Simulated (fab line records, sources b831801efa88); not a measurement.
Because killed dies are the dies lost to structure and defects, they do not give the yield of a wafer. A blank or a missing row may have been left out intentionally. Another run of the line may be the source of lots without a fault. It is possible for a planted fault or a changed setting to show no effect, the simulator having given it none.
Struck lot and sound lot, side by side | flow sfq-line | 31 out of 325 route steps
Sound: these wafers, L133.3, L133.4, L133.6. Struck: wafer L140.5. (L140.2 of the same lot was not struck and is left out.) The cause comes at the end.
Per side, at each step with rows, come the tool, then ch with its chambers, and then its first start. Under that, the readings that differ: sound wafers | struck wafers | difference of the means | sigmas: that difference in standard deviations of wafers without a fault.
alike: a reading whose means differ by less than 2 such deviations, as well as words and numbers matching on both sides. not compared: withheld readings; readings where some wafer has no value; bounds like >300 that might hide an equal value; numbers whose values overlap and for which the record gives no deviation.
The two part at a step that has a row with sigmas, a row that says differs or no value, or rows on one side only. When numbers do not overlap yet have no deviation, they are printed without sigmas and do not part them. A reading that every wafer of one side lacks parts them only if that side has two wafers or more.

SFQ_INCOMING_BOW_MEAS_900:
  struck on film-metro-03, day 3 17:01; sound on film-metro-03, day 2 06:02
  alike: INCOMING_BOW
then, 1 step without rows for these wafers: SFQ_TRILAYER_INCOMING_OXIDATION_002 (target thk 500 nm, ox time 4939 s).
SFQ_TRILAYER_L0_DEP_SPUTTER_003: material MoNx KI, target thk 40 nm, time 100 s.
  struck on pvd-sputter-06, day 3 19:29; sound on pvd-sputter-06, day 2 08:29
  reading                                                  | sound             | struck | difference | sigmas
  model.MoNx_KI_of_TRILAYER_L0_DEP_SPUTTER_003.thk-nm (nm) | 39.45 40.18 39.63 | 22.75  | -17.00     |
  alike: base-pressure-pa, throttle-valve-pct
SFQ_L0_RS_MEAS_901: the measuring method here is four-point-probe.
  struck on film-metro-02, day 3 19:52; sound on film-metro-01, day 2 08:37
  reading                | sound          | struck | difference | sigmas
  L0_MONX_KI_RS (ohm/sq) | 44.1 43.3 43.8 | 76.5   | +32.8      | +70
  not compared: hold
SFQ_L0_THK_MEAS_902: measures by xrf.
  struck on film-metro-02, day 3 22:59; sound on film-metro-01, day 2 08:43
  reading             | sound          | struck | difference | sigmas
  L0_MONX_KI_THK (nm) | 39.2 40.0 39.4 | 22.5   | -17.0      | -35
  not compared: hold
then, 5 steps without rows for these wafers: SFQ_TRILAYER_L0_LITHO_COAT_005 (resist thk 600 nm); SFQ_TRILAYER_L0_LITHO_SOFTBAKE_009; SFQ_TRILAYER_L0_LITHO_EXPOSE_006 (exposes mask L0, target cd 2000 nm); SFQ_TRILAYER_L0_LITHO_PEB_008 (peb time 60 s); SFQ_TRILAYER_L0_LITHO_DEVELOP_007 (time 60 s).
-- the record jumps here: 3 days lie between the struck wafers' starts before and after --
SFQ_TRILAYER_L0_BARC_OPEN_METAL_ETCH_010: etches BARC in O2, target depth 125 nm, time 41.7 s.
  sound on rie-metal-02 ch 0,1, day 5 11:41; struck on rie-metal-04 ch 1, day 6 20:04
  alike: chamber-pressure-mTorr, drypump-motor-current-A, oes-product-au
  not compared: rf-hours-counter-h
SFQ_TRILAYER_L0_ETCH_METAL_ETCH_008: etches MoNx KI in SF6/O2, stops on SiO2, target depth 50 nm, time 25 s.
  sound on rie-metal-02 ch 0,1, day 5 11:44; struck on rie-metal-04 ch 1, day 6 20:07
  reading               | sound             | struck | difference | sigmas
  oes-product-au (a.u.) | 0.870 0.878 0.861 | 0.657  | -0.213     | -30
  alike: chamber-pressure-mTorr, drypump-motor-current-A
  not compared: rf-hours-counter-h
SFQ_TRILAYER_L0_STRIP_STRIP_009: strips in O2.
  sound on rie-metal-02 ch 0,1, day 5 11:58; struck on rie-metal-04 ch 1, day 6 20:10
  reading               | sound             | struck | difference | sigmas
  oes-product-au (a.u.) | 1.007 1.020 1.009 | 0.993  | -0.019     | -2
  alike: chamber-pressure-mTorr, drypump-motor-current-A
  not compared: rf-hours-counter-h
then, 1 step without rows for these wafers: SFQ_TRILAYER_L0_STRIP_SOLV_CLEAN_010 (cleans in NMP, time 600 s).
SFQ_TRILAYER_L0_CAP_PECVD_011: deposits SiO2 from SiH4/N2O, time 13.333 s, target thk 60 nm.
  sound on pecvd-01 ch 1,2, day 5 12:33; struck on pecvd-03 ch 0, day 6 20:57
  alike: heater-power-outer-w, heater-power-w, showerhead-vpp-V, throttle-valve-pct
then, 6 steps without rows for these wafers: SFQ_TRILAYER_L0_VIA_LITHO_COAT_018 (resist thk 62 nm); SFQ_TRILAYER_L0_VIA_LITHO_COAT_013 (resist thk 650 nm); SFQ_TRILAYER_L0_VIA_LITHO_SOFTBAKE_017; SFQ_TRILAYER_L0_VIA_LITHO_EXPOSE_014 (exposes mask L0V, target cd 700 nm); SFQ_TRILAYER_L0_VIA_LITHO_PEB_016 (peb time 60 s); SFQ_TRILAYER_L0_VIA_LITHO_DEVELOP_015 (time 60 s).
-- the record jumps here: 4 days lie between the struck wafers' starts before and after --
SFQ_L0V_OVL_MEAS_903:
  struck on overlay-02, day 10 11:01; sound on overlay-02, day 8 22:30
  reading      | sound | struck | difference | sigmas
  L0V_OVL (nm) | 5 3 3 | -11    | -15        | -3
SFQ_TRILAYER_L0_VIA_BARC_OPEN_VIA_ETCH_021: etches BARC in O2, target depth 125 nm, time 41.7 s.
  sound on rie-diel-02 ch 0,3, day 8 22:31; struck on rie-diel-03 ch 3, day 10 11:03
  reading               | sound             | struck | difference | sigmas
  oes-product-au (a.u.) | 0.676 0.681 0.675 | 0.691  | +0.014     | +3
  alike: chamber-pressure-mTorr, drypump-motor-current-A
  not compared: rf-hours-counter-h
then, 4 steps without rows for these wafers: SFQ_TRILAYER_L0_VIA_ETCH_VIA_ETCH_016 (etches SiO2 in CHF3, stops on MoNx KI, target depth 80 nm); SFQ_TRILAYER_L0_VIA_STRIP_STRIP_017 (strips in O2); SFQ_TRILAYER_L0_VIA_STRIP_SOLV_CLEAN_018 (cleans in NMP, time 600 s); SFQ_TRILAYER_M0_DEP_PRE_CLEAN_020 (time 15 s).
SFQ_TRILAYER_M0_DEP_SPUTTER_019: material Nb, target thk 200 nm, time 133.3 s.
  struck on pvd-sputter-05, day 10 11:56; sound on pvd-sputter-06, day 8 23:25
  alike: base-pressure-pa, resputter-cathode-voltage-v, throttle-valve-pct
SFQ_M0_RS_MEAS_904: the measuring method here is four-point-probe.
  struck on film-metro-03, day 10 12:02; sound on film-metro-03, day 8 23:32
  alike: M0_NB_RS
then, 1 step without rows for these wafers: SFQ_TRILAYER_M0_LITHO_COAT_026 (resist thk 62 nm).
-- the record jumps here: 71 days lie between the struck wafers' starts before and after --
SFQ_M8_BOW_MEAS_951:
  struck on film-metro-03, day 81 18:46; sound on film-metro-03, day 80 14:57
  reading                  | sound             | struck | difference | sigmas
  model.etest.l0.ohm-sq    | 44.08 43.28 43.88 | 76.44  | +32.69     |
  model.etest.l0v.link-ohm | 45.02 44.21 44.81 | 77.37  | +32.69     |
  model.etest.l0.ohm-um    | 22.04 21.64 21.95 | 38.23  | +16.35     |
  alike: M8_BOW

## WHERE THEY PART
First at SFQ_L0_RS_MEAS_901; last, within this record, at SFQ_TRILAYER_L0_VIA_BARC_OPEN_VIA_ETCH_021. Later steps at which nothing parts them and some readings are alike: SFQ_TRILAYER_M0_DEP_SPUTTER_019, SFQ_M0_RS_MEAS_904, SFQ_M8_BOW_MEAS_951.

WHY: what the simulator had put in
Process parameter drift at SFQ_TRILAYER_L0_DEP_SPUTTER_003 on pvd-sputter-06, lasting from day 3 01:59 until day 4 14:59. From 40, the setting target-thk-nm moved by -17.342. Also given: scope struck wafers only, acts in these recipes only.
